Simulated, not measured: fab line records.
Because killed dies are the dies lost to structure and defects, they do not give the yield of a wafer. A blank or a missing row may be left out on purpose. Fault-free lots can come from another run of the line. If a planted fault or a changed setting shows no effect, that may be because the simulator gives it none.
fab line records	flow sky130
[record] lots = 4	wafers = 12	last_day = 49
route steps=708 shown METAL2@497 VIA2@507 METAL3@532 CAPM@537 PAD_OPEN@708
lots that met no fault: from a run of the same line without faults
start_h: hours from the record's first day to the start of the lot's first wafer shown	wait_h: hours from the lot's prior step to this one	" repeats the value in the row above	L1.1+2: several wafers, shown together as one row	- either no value or no given start	* or withheld: withheld	< > ~ a bound
route shown NAME@n: NAME is a module with steps in the file, n the number in the route of the first one	usual: mean/standard deviation taken from wafers without a fault	same: alike in all rows	chamber/n: place in a boat	sites: readings site by site	_std_site: the standard deviation of these	_edge_site: mean of outer sites minus mean of inner sites	radius_mm: for every site, how far away it sits from the centre of the wafer	mask NAME#n: copy n	behind: tool/chamber where the wafer was last shaped	hold: the reason the lot was held/the length of the hold in hours/how it ended	device: the n, p or np transistor that did not switch	end of line: tests run on the same wafers once the route is complete	a step without rows: its recipe alone	killed: the dies lost at the first sort to structure and to defects; this is not the yield of the wafer	map: dies across one wafer; x = killed, . = not, _ = none there
set.NAME: the setting that was run; set.NAME@STEP: the one run at that earlier step	model.NAME: the simulator's own value behind a step, which no gauge read
lots at some steps of the route; a table a step, a row a wafer
services: from which hour (start_h, from the record's first day; less than 0 if before it) a tool's chamber was out of use, for how many hours, and why
[[steps]]
[step SKY_METAL2_DEVELOP_14]
[recipe] develop_time_s = 60	resist = KrF-thick	dev_temp_c = 21
[step SKY_METAL2_DESCUM_17]
[recipe] chemistry = O2	source_power_w = 150	bias_power_w = 0	pressure_mtorr = 10	temp_c = 40	time_s = 8
[step SKY_METAL2_ETCH_18]
[recipe] chemistry = N2/H2	target = BARC	ion_energy_ev = 203.4	bias_w = 100	pressure_mtorr = 30	n2_flow_sccm = 100	h2_flow_sccm = 200	icp_w = 500	stop_on = SiO2	time_s = 45.9	target_depth_a = 600
[step SKY_METAL2_METAL_ETCH_19]
[recipe] target_depth_a = 3600	stop_on = SiO2	over_etch_frac = 0.3	time_s = 78	chemistry = Cl2/BCl3	resist_sidewall_deg = 88	pressure_mtorr = 10	icp_w = 900	bias_w = 48.5	Cl2_flow_sccm = 60	bcl3_flow_sccm = 30
[step SKY_METAL2_STRIP_20]
[recipe] chemistry = O2/N2	power_w = 1400	pressure_mtorr = 1500	platen_temp_c = withheld	o2_flow_sccm = 3000	n2_flow_sccm = 300	overash_fraction = 0.5
[step SKY_METAL2_STRIP_21]
[recipe] chemistry = post_etch_residue_remover	time_s = 1200	temp_c = 72.5
[step SKY_METAL2_CLEAN_22]
[recipe] chemistry = IPA	time_s = 180	temp_c = 25
[step SKY_METAL2_CLEAN_23]
[recipe] chemistry = O3/DIW	dry = n2_spin
[step SKY_VIA2_HDPCVD_00]
[recipe] material = SiO2	target_thk_nm = 1180	sigma_open_frac = 0.3	time_s = 196.7	temp_c = 400	sih4_flow_sccm = 60	pressure_mtorr = 6
[step SKY_VIA2_CMP_02]
[recipe] material = SiO2	down_force_psi = 4	platen_rpm = 60	pad_velocity_m_s = 0.94248
[usual] motor_current_A = 11.9/1.4	retaining_ring_pressure_frac = 1.000/0.0046
lot.wafer	tool	chamber	start_h	wait_h	motor_current_A	retaining_ring_pressure_frac	model.SiO2_of_VIA2_HDPCVD_00.thk_nm
L115.4	cmp-01	3	932.49	0.0	12.8	0.999	495.3
L115.2	"	2	"	"	9.5	0.993	492.5
L115.6	"	3	"	"	13.0	0.992	494.3
L118.1	cmp-02	2	945.92	0.1	12.6	1.005	495.4
L118.2	"	3	"	"	10.4	0.996	494
L118.3	"	1	"	"	15.0	0.997	494.7
L119.1	cmp-02	2	947.17	0.4	12.0	1.013	618.8
L119.2	"	0	"	"	10.8	1.002	493.9
L119.5	"	2	"	"	12.8	1.004	619.3
L120.2	cmp-02	2	956.89	0.0	12.4	0.997	618.8
L120.3	"	0	"	"	10.9	0.997	494.8
L120.6	"	3	"	"	10.7	0.993	494.9
[step SKY_VIA2_DEHYDRATE_04]
[recipe] temp_c = 200	time_s = 60
[step SKY_VIA2_HMDS_05]
[recipe] prime_time_s = 60	prime_temp_c = 120
[step SKY_VIA2_COAT_06]
[recipe] resist = BARC	temp_c = withheld	time_s = withheld	spin_rpm = 3000	resist_thk_nm = 60
[step SKY_VIA2_COAT_07]
[recipe] resist = KrF-thick	spin_rpm = 3000	resist_thk_nm = 450
[step SKY_VIA2_SOFTBAKE_08]
[recipe] temp_c = 100	time_s = 90	resist = KrF-thick
[step SKY_VIA2_EXPOSE_09]
[recipe] mask_id = VIM2	na = 0.8	source_shape = annular	sigma_inner = 0.55	sigma_outer = 0.85	target_cd_nm = 200	dose_mj = 38
[step SKY_VIA2_PEB_10]
[recipe] peb_temp_c = withheld	peb_time_s = withheld	resist = KrF-thick
[step SKY_VIA2_DEVELOP_11]
[recipe] develop_time_s = 60	resist = KrF-thick	dev_temp_c = 21
[step SKY_VIA2_ETCH_14]
[recipe] chemistry = N2/H2	target = BARC	ion_energy_ev = 200	source_w = 500	bias_w = 100	pressure_mtorr = 30	n2_flow_sccm = 100	h2_flow_sccm = 200	stop_on = SiO2	time_s = 45.9	target_depth_a = 600
[step SKY_VIA2_ETCH_15]
[recipe] target = SiO2	chemistry = C4F8/O2/Ar	target_depth_nm = 546	stop_on = TiN	mask_material = KrF-thick	source_w = 1485	bias_w = 1200	pressure_mtorr = 40	c4f8_flow_sccm = withheld	O2_flow_sccm = 6	Ar_flow_sccm = 300	time_s = 84
[usual] bias_w = 1200/3.5	chamber_pressure_mTorr = 40.00/0.052	oes_product_au = 0.939/0.0044
lot.wafer	tool	chamber	start_h	wait_h	bias_w	chamber_pressure_mTorr	oes_product_au	rf_hours_counter_h	model.etch.depth_nm	model.VIA2.feature_depth_nm
L115.2	rie_diel-04	0	957.74	0.0	1203	40.02	0.935	15	492.5	492.5
L115.4	"	2	"	"	1193	39.96	0.938	-	495.3	495.3
L115.6	"	0	"	"	1202	40.04	0.945	-	494.3	494.3
L118.1	rie_diel-02	2	970.71	0.0	1201	39.95	0.936	24	495.4	495.4
L118.2	"	1	"	"	1203	39.99	0.931	14	494	494
L118.3	"	3	"	"	1201	40.06	0.941	6	494.7	494.7
L119.1	rie_diel-01	1	972.34	0.0	1200	40.00	0.994	12	536.5	536.5
L119.2	"	3	"	"	1208	39.99	0.933	10	493.9	493.9
L119.5	"	1	"	"	1205	39.97	0.983	-	536.4	536.4
L120.2	rie_diel-04	0	981.59	0.0	1198	39.98	1.003	16	541.8	541.8
L120.3	"	1	"	"	1199	39.53	0.944	22	494.8	494.8
L120.6	"	1	"	"	1203	40.03	0.944	-	494.9	494.9
[step SKY_VIA2_STRIP_16]
[recipe] chemistry = O2/N2	power_w = 1400	pressure_mtorr = 1500	platen_temp_c = withheld	o2_flow_sccm = 3000	n2_flow_sccm = 300	overash_fraction = 0.5
[step SKY_VIA2_STRIP_17]
[recipe] chemistry = post_etch_residue_remover	time_s = 1200	temp_c = 72.5
[step SKY_VIA2_CLEAN_18]
[recipe] chemistry = IPA	time_s = 180	temp_c = 25
[step SKY_VIA2_CLEAN_19]
[recipe] chemistry = O3/DIW	dry = n2_spin
[step SKY_VIA2_SPUTTER_20]
[recipe] material = TiN	target_thk_nm = 20	chamber_pressure_pa = 5	power_w = 4000	time_s = 80
[step SKY_VIA2_CVD_21]
[recipe] material = W	target_thk_nm = 420	time_s = 126.4	temp_c = 400	pressure_torr = 40
[step SKY_VIA2_CMP_24]
[recipe] stop_on = SiO2	t_overpolish_s = 20	down_force_psi = 3.5	platen_rpm = 60	target_thk_nm = 0	pad_velocity_m_s = 0.94248
[step SKY_METAL3_SPUTTER_00]
[recipe] material = Ti	target_thk_nm = 15	power_w = 3000	time_s = 10	chamber_pressure_pa = 0.4
[step SKY_METAL3_SPUTTER_01]
[recipe] material = TiN	target_thk_nm = 20	power_w = 6500	time_s = 16.7	chamber_pressure_pa = 0.4
[step SKY_METAL3_SPUTTER_02]
[recipe] material = AlCu	target_thk_nm = 735	power_w = 10600	time_s = 39.1	chamber_pressure_pa = 0.4
[step SKY_METAL3_SPUTTER_03]
[recipe] material = Ti	target_thk_nm = 5	power_w = 3000	time_s = 3.3	chamber_pressure_pa = 0.4
[step SKY_METAL3_SPUTTER_04]
[recipe] material = TiN	target_thk_nm = 70	power_w = 6500	time_s = 58.3	chamber_pressure_pa = 0.4
[step SKY_CAPM_CVD_00]
[recipe] material = SiO2	target_thk_nm = 15.5	temp_c = 400	time_s = withheld	rf_w = 450
[step SKY_METAL3_METAL_ETCH_18]
[recipe] target_depth_a = 8450	stop_on = SiO2	over_etch_frac = 0.3	time_s = 183.1	chemistry = Cl2/BCl3	resist_sidewall_deg = 88	pressure_mtorr = 10	icp_w = 900	bias_w = 48.5	Cl2_flow_sccm = 60	bcl3_flow_sccm = 30
[usual] bias_w = 48.52/0.13	chamber_pressure_mTorr = 10.001/0.0086	drypump_motor_current_A = 5.9/0.64	oes_product_au = 0.867/0.006	throttle_valve_pct = 22.264/0.0088
lot.wafer	tool	chamber	start_h	wait_h	bias_w	chamber_pressure_mTorr	drypump_motor_current_A	oes_product_au	rf_hours_counter_h	throttle_valve_pct	model.SiO2_of_VIA2_HDPCVD_00.thk_nm
L115.2	rie_metal-02	0	1007.87	0.0	48.47	9.988	6.7	0.864	19	22.268	463.3
L115.4	"	0	"	"	48.56	9.987	6.7	0.872	-	22.267	466.2
L115.6	"	1	"	"	48.61	10.001	5.8	0.865	-	22.260	465.2
L118.1	rie_metal-02	0	1021.07	0.0	48.57	9.995	6.7	0.870	20	22.267	465.7
L118.2	"	1	"	"	48.68	9.994	5.8	0.880	14	22.277	464.9
L118.3	"	0	"	"	48.57	10.009	6.7	0.867	-	22.265	465.5
L119.1	rie_metal-04	0	1021.69	0.0	48.31	9.992	4.8	0.870	8	22.258	589.1
L119.2	"	1	"	"	48.50	10.006	6.5	0.862	10	22.273	463.8
L119.5	"	1	"	"	48.57	10.008	6.5	0.875	-	22.254	589.1
L120.2	rie_metal-04	0	1030.12	0.0	48.45	9.986	4.8	0.862	9	22.278	589.1
L120.3	"	0	"	"	48.46	9.991	4.7	0.869	-	22.259	465.2
L120.6	"	1	"	"	48.49	10.002	6.4	0.873	-	22.281	464.7
[step SKY_PAD_OPEN_PROBE_99]
[usual] defect_limited_yield = 82.5/2	killed_at_M0_to_M3 = 43/7.6	killed_at_M4_up = 2.8/1.9	killed_at_contacts = 24/4.7	killed_at_front_end = 16/4.4	killed_at_other = 0.2/0.4	killed_dies = 86/9.9	killed_open = 47/8.2	killed_short = 39/6.3
[same] gross_dies = 492	killed_at_back_side = 0
lot.wafer	tool	chamber	start_h	wait_h	defect_limited_yield[%]	killed_at_M0_to_M3	killed_at_M4_up	killed_at_contacts	killed_at_front_end	killed_at_other	killed_dies	killed_open	killed_short	model.etest.tester.sort_n_pass	model.etest.tester.sort_yield_pct	model.etest.tester.sort_bin_5_pct	model.etest.res_ndiff_hv.open	model.etest.field_p.open	model.etest.pfet_g5v0d10v5.under_floor	model.etest.nfet_g5v0d10v5.under_floor	model.etest.res_poly.open
L115.2	prober-01	-	1162.93	0.1	80.5	49	1	30	16	0	96	51	45	396	80.49	12.6	0	0	0	0	0
L115.4	prober-01	-	1163.03	0.2	82.5	37	9	23	17	0	86	47	39	406	82.52	10.16	0	0	0	0	0
L115.6	prober-01	-	1163.13	0.2	83.1	38	1	26	18	0	83	41	42	409	83.13	10.16	0	0	0	0	0
L118.1	prober-02	-	1174.19	0.1	83.3	40	1	26	14	1	82	48	34	410	83.33	9.553	0	0	0	0	0
L118.2	prober-02	-	1174.24	0.1	82.3	51	1	19	16	0	87	51	36	405	82.32	10.37	0	0	0	0	0
L118.3	prober-02	-	1174.29	0.2	84.3	39	1	20	17	0	77	45	32	415	84.35	8.13	0	0	0	0	0
L119.1	prober-01	-	1174.54	0.1	81.9	45	1	23	20	0	89	48	41	0	0	91.26	1	1	1	1	1
L119.2	prober-01	-	1174.59	0.1	84.1	37	5	19	17	0	78	39	39	414	84.15	9.959	0	0	0	0	0
L119.5	prober-01	-	1174.74	0.2	81.5	48	1	23	19	0	91	59	32	0	0	91.06	1	1	1	1	1
L120.2	prober-02	-	1179.35	0.1	81.9	52	2	24	11	0	89	60	29	0	0	91.26	1	1	1	1	1
L120.3	prober-02	-	1179.40	0.2	82.5	41	3	23	18	1	86	41	45	406	82.52	10.77	0	0	0	0	0
L120.6	prober-02	-	1179.55	0.2	83.3	44	1	20	17	0	82	49	33	410	83.33	8.74	0	0	0	0	0
// killed by level:class
L115.2 LI_CONTACT:geometric_particle:open=10 VIA1:geometric_particle:open=9 VIA1:geometric_particle:short=8 CONTACT:geometric_particle:open=7 METAL1:geometric_particle:short=7 VIA2:geometric_particle:open=7 LOCAL_INTERCONNECT:geometric_particle:short=6 VIA3:geometric_particle:open=6
L115.4 CONTACT:geometric_particle:open=8 FIELD_ISO:geometric_particle:short=7 METAL4:geometric_particle:short=7 VIA1:geometric_particle:open=7 LI_CONTACT:geometric_particle:open=6 VIA1:geometric_particle:short=6 VIA2:geometric_particle:open=6 POLY_GATE:geometric_particle:open=5
L115.6 CONTACT:geometric_particle:open=10 CONTACT:geometric_particle:short=8 VIA2:geometric_particle:open=8 VIA1:geometric_particle:open=6 FIELD_ISO:geometric_particle:open=5 VIA1:geometric_particle:short=5 FIELD_ISO:geometric_particle:short=4 LI_CONTACT:geometric_particle:open=4
L118.1 METAL2:geometric_particle:short=9 CONTACT:geometric_particle:open=8 VIA2:geometric_particle:open=8 VIA1:geometric_particle:open=7 LI_CONTACT:geometric_particle:open=7 POLY_GATE:geometric_particle:open=5 LOCAL_INTERCONNECT:geometric_particle:short=5 FIELD_ISO:geometric_particle:open=4
L118.2 VIA1:geometric_particle:open=9 VIA2:geometric_particle:open=8 VIA1:geometric_particle:short=7 VIA3:geometric_particle:open=7 METAL1:geometric_particle:short=6 LOCAL_INTERCONNECT:geometric_particle:short=6 CONTACT:geometric_particle:open=6 FIELD_ISO:geometric_particle:open=5
L118.3 VIA1:geometric_particle:open=8 CONTACT:geometric_particle:open=7 LI_CONTACT:geometric_particle:open=6 VIA3:geometric_particle:open=6 VIA1:geometric_particle:short=6 METAL2:geometric_particle:short=6 POLY_GATE:geometric_particle:open=5 FIELD_ISO:geometric_particle:short=4
L119.1 CONTACT:geometric_particle:open=12 VIA3:geometric_particle:open=9 VIA2:geometric_particle:open=7 POLY_GATE:geometric_particle:short=6 VIA1:geometric_particle:open=6 METAL2:geometric_particle:short=6 METAL1:geometric_particle:short=5 VIA1:geometric_particle:short=5
L119.2 VIA1:geometric_particle:open=8 VIA3:geometric_particle:open=8 CONTACT:geometric_particle:open=7 CONTACT:geometric_particle:short=6 POLY_GATE:geometric_particle:open=5 FIELD_ISO:geometric_particle:open=4 FIELD_ISO:geometric_particle:short=4 POLY_GATE:geometric_particle:short=4
L119.5 CONTACT:geometric_particle:open=11 VIA1:geometric_particle:open=11 VIA3:geometric_particle:open=11 LI_CONTACT:geometric_particle:open=8 VIA1:geometric_particle:short=6 METAL2:geometric_particle:short=5 VIA3:geometric_particle:short=5 FIELD_ISO:geometric_particle:open=4
L120.2 CONTACT:geometric_particle:open=12 VIA1:geometric_particle:open=12 VIA2:geometric_particle:open=9 VIA3:geometric_particle:open=8 POLY_GATE:geometric_particle:open=5 METAL2:geometric_particle:short=5 LI_CONTACT:geometric_particle:open=4 VIA1:geometric_particle:short=4
L120.3 VIA1:geometric_particle:open=9 CONTACT:geometric_particle:open=7 CONTACT:geometric_particle:short=7 METAL1:geometric_particle:short=6 VIA2:geometric_particle:open=6 VIA3:geometric_particle:open=6 FIELD_ISO:geometric_particle:short=5 POLY_GATE:geometric_particle:short=5
L120.6 VIA1:geometric_particle:open=11 VIA3:geometric_particle:open=9 VIA2:geometric_particle:open=8 CONTACT:geometric_particle:open=7 FIELD_ISO:geometric_particle:open=6 VIA1:geometric_particle:short=6 FIELD_ISO:geometric_particle:short=5 LOCAL_INTERCONNECT:geometric_particle:short=5
[[services]]
tool	chamber	start_h	hours	kind
rie_metal-02	0	909.89	3.1	repair
cmp-02	-	912.48	4.0	pm
cmp-02	-	916.48	-	consumable_replace:conditioner
cmp-02	-	916.48	-	consumable_replace:pad
rie_diel-04	-	919.24	2.1	repair
cmp-01	-	924.23	5.0	repair
rie_diel-02	0	934.14	39.1	repair
cmp-01	-	936.58	2.3	repair
cmp-01	-	942.03	5.7	pm
rie_diel-04	-	945.37	2.0	repair
cmp-01	-	948.46	5.9	pm
rie_diel-04	3	953.56	3.6	repair
rie_diel-04	3	957.19	-	clean
rie_diel-04	3	957.19	21.8	scheduled_down
rie_diel-04	3	957.19	21.8	vent_cycle
rie_diel-04	1	965.21	6.9	repair
cmp-02	-	981.41	1.8	repair
rie_diel-02	-	994.70	0.5	repair
rie_diel-01	-	996.84	0.4	repair
cmp-01	-	1003.67	1.5	repair
cmp-02	-	1019.89	4.1	pm
[[key]]
[first_sign] step = SKY_VIA2_ETCH_15	reading = oes_product_au	direction = up	sigmas = 12	usual = 0.939	struck = 0.993
effect none on later readings
[model_effect] step = SKY_VIA2_CMP_02	value = SiO2_of_VIA2_HDPCVD_00.thk_nm	without = 495.2	struck = 619
[model_effect] step = SKY_VIA2_ETCH_15	value = etch.depth_nm	without = 495.2	struck = 538.2
[model_effect] step = SKY_METAL3_METAL_ETCH_18	value = SiO2_of_VIA2_HDPCVD_00.thk_nm	without = 465.3	struck = 589.1
[model_effect] step = SKY_PAD_OPEN_PROBE_99	value = etest.tester.sort_n_pass	without = 402.3	struck = 0
met_at SKY_VIA2_CMP_02
struck_wafers L119.1,L119.5,L120.2
onset_between 945.92 947.17
[fault] kind = process_parameter_drift	tool = cmp-02	chamber = 2	onset_h = 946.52	steps = SKY_VIA2_CMP_02	channel = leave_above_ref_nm	offset = 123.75	shape = step	end_h = 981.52	acts_in = these_recipes_only	stated = 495
